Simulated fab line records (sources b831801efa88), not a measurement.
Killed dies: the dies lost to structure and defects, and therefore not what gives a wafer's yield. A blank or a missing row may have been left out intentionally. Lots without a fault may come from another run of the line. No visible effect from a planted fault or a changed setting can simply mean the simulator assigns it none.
Which tool was responsible? ; flow sky130 ; 11 lots with 33 wafers sampled at 5 steps, on a route of 708 steps

WHAT EACH GAUGE READ, for each wafer
SKY_CONTACT_CD_MEAS_14: the cd target is 170 nm. Usual: 170.4 nm for cdNm, sd 1.5.
lot;measured;on;cdNm (nm);flag
L632;day 31 10:53;cdSem-01;171.2 170.7 170.1;
L634;day 32 03:18;cdSem-02;171.5 172.5 171.0;
L637;day 33 14:54;cdSem-01;170.8 169.6 168.2;
L638;day 33 18:28;cdSem-01;171.8 170.6 171.2;
L639;day 33 23:38;cdSem-02;167.4 167.2 169.4;
L641;day 34 16:46;cdSem-02;173.1 172.0 173.7;
L650;day 37 08:31;cdSem-01;169.6 170.1 170.9;
L651;day 37 14:14;cdSem-02;171.9 170.6 172.8;
L653;day 38 08:14;cdSem-02;171.0 170.5 170.4;
L654;day 38 16:16;cdSem-02;171.7 170.3 170.2;
L655;day 38 18:46;cdSem-01;168.3 168.3 169.6;

SKY_VIA2_RS_MEAS_22: measurement is done with a four-point probe. Usual: for VIA2_W_RS the level is 0.275 ohm/sq and the standard deviation is 0.0033.
lot;measured;on;VIA2_W_RS (ohm/sq);flag
L632;day 36 07:01;filmMetro-02;0.272 0.275 0.274;
L634;day 36 20:22;filmMetro-04;0.274 0.283 0.277;
L637;day 38 05:59;filmMetro-04;0.270 0.268 0.271;
L638;day 38 11:07;filmMetro-01;0.277 0.272 0.277;
L639;day 38 16:08;filmMetro-02;0.271 0.273 0.269;
L641;day 39 08:05;filmMetro-02;0.275 0.271 0.272;
L650;day 41 20:07;filmMetro-04;0.283 0.276 0.279;
L651;day 41 23:47;filmMetro-04;0.272 0.277 0.277;
L653;day 42 17:59;filmMetro-04;0.274 0.270 0.276;
L654;day 42 23:31;filmMetro-04;0.278 0.281 0.276;
L655;day 43 01:59;filmMetro-01;0.270 0.271 0.274;

SKY_VIA3_CD_MEAS_12: the cd target is 200 nm. Usual: 199.8 nm for cdNm, sd 1.3.
lot;measured;on;cdNm (nm);flag
L632;day 39 14:50;cdSem-01;197.3 198.3 197.7;
L634;day 40 02:07;cdSem-01;201.0 200.9 201.2;
L637;day 41 10:51;cdSem-02;198.8 199.2 198.4;
L638;day 41 15:08;cdSem-02;198.7 198.7 198.0;
L639;day 41 19:33;cdSem-01;198.5 199.5 198.7;
L641;day 42 11:20;cdSem-02;199.2 198.7 197.9;
L650;day 44 19:43;cdSem-01;183.6 184.1 189.6;OFF
L651;day 44 23:57;cdSem-01;181.1 188.6 192.7;OFF
L653;day 45 15:14;cdSem-01;199.1 200.4 200.0;
L654;day 45 20:44;cdSem-02;201.0 198.2 198.9;
L655;day 45 22:50;cdSem-01;201.1 202.5 201.5;

WHAT TOOL EACH LOT RAN ON (gives the tool, then ch and the chambers of the sampled wafers, and finally the start)
lot;SKY_VIA2_STRIP_16;SKY_VIA3_EXPOSE_09
L632;plasmaAsher-02 ch 0,1, day 36 06:10;krfScanner-01 ch 0, day 39 02:43
L634;plasmaAsher-01 ch 0,1, day 36 19:35;krfScanner-01 ch 0, day 39 14:07
L637;plasmaAsher-02 ch 0,1, day 38 05:11;krfScanner-02 ch 0, day 40 22:31
L638;plasmaAsher-02 ch 0, day 38 10:20;krfScanner-02 ch 0, day 41 03:23
L639;plasmaAsher-01 ch 0,1, day 38 15:14;krfScanner-02 ch 0, day 41 07:55
L641;plasmaAsher-03 ch 0,1, day 39 07:14;krfScanner-02 ch 0, day 41 23:59
L650;plasmaAsher-02 ch 0,1, day 41 19:20;krfScanner-02 ch 0, day 44 08:55
L651;plasmaAsher-03 ch 0,1, day 41 22:56;krfScanner-02 ch 0, day 44 13:15
L653;plasmaAsher-03 ch 0,1, day 42 17:11;krfScanner-01 ch 0, day 45 04:49
L654;plasmaAsher-03 ch 0, day 42 22:44;krfScanner-01 ch 0, day 45 10:16
L655;plasmaAsher-02 ch 0,1, day 43 01:11;krfScanner-01 ch 0, day 45 12:39
- SKY_VIA2_STRIP_16: strips in O2/N2.
- SKY_VIA3_EXPOSE_09: exposes mask VIM3, target cd 200 nm.

WHAT THE TOOLS THEMSELVES READ (means of the sampled wafers that have a number; where no wafer has one, the mark that the record gives instead)
SKY_VIA2_STRIP_16. Usual: chamberPressureMTorr 1499.9 mTorr, standard deviation 1.3; drypumpMotorCurrentA 6.0 A, standard deviation 0.49; oesProductAu 0.398 a.u., standard deviation 0.0049; stripTimeToEndpointS 4.051 s, standard deviation 0.024.
lot;tool;chamberPressureMTorr (mTorr);drypumpMotorCurrentA (A);oesProductAu (a.u.);stripTimeToEndpointS (s);flag
L632;plasmaAsher-02;1498.8;5.5;0.399;4.041;
L634;plasmaAsher-01;1500.4;6.4;0.403;4.066;
L637;plasmaAsher-02;1499.9;5.5;0.396;4.057;
L638;plasmaAsher-02;1500.3;5.6;0.399;4.069;
L639;plasmaAsher-01;1500.6;6.2;0.399;4.038;
L641;plasmaAsher-03;1499.5;6.4;0.399;4.010;
L650;plasmaAsher-02;1500.6;5.5;0.398;4.041;
L651;plasmaAsher-03;1500.2;6.2;0.393;4.057;
L653;plasmaAsher-03;1499.4;6.4;0.394;4.061;
L654;plasmaAsher-03;1499.7;6.7;0.398;4.049;
L655;plasmaAsher-02;1500.5;5.5;0.399;4.041;

SKY_VIA3_EXPOSE_09. Usual: 0.1 nm for focusOffsetNm, sd 0.5.
lot;tool;focusOffsetNm (nm);flag
L632;krfScanner-01;-0.3;
L634;krfScanner-01;0.0;
L637;krfScanner-02;-0.5;
L638;krfScanner-02;-0.3;
L639;krfScanner-02;0.3;
L641;krfScanner-02;-0.1;
L650;krfScanner-02;0.1;
L651;krfScanner-02;-1.0;
L653;krfScanner-01;-0.7;
L654;krfScanner-01;-0.1;
L655;krfScanner-01;0.1;

THE ANSWER, worked out from the rows above alone
Rule: a lot is off if the mean of its wafers that have a number lies more than 3 standard deviations from the usual mean. Also off: a lot with no number at a reading for which 4 or more lots have one. All remaining lots with rows at the step are treated as sound. The gauges are gone through in route order, then the tools' own readings, and for those a lot's mean is taken as printed above. At the first step where some lot is off, the reading lying furthest off is the one used; lots without a number count as furthest.
Off: L650, L651, at SKY_VIA3_CD_MEAS_12 (cdNm).
If a tool, at a process step before that reading, ran all the lots that are off and no sound lot after the first of them, it fits. Those tools and the gauges at SKY_VIA3_CD_MEAS_12 are tried in the same way. One fits: SKY_VIA3_EXPOSE_09 on krfScanner-02. Its last sound lot is L641 (day 41 23:59), its first lot that is off L650 (day 44 08:55): a fault that began between those two fits.

WHAT THE SIMULATOR PUT IN
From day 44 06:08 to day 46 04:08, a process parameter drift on krfScanner-02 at SKY_VIA3_EXPOSE_09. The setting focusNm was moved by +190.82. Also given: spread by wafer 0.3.
Struck lots among those shown: L650, L651. The rule above found the same.
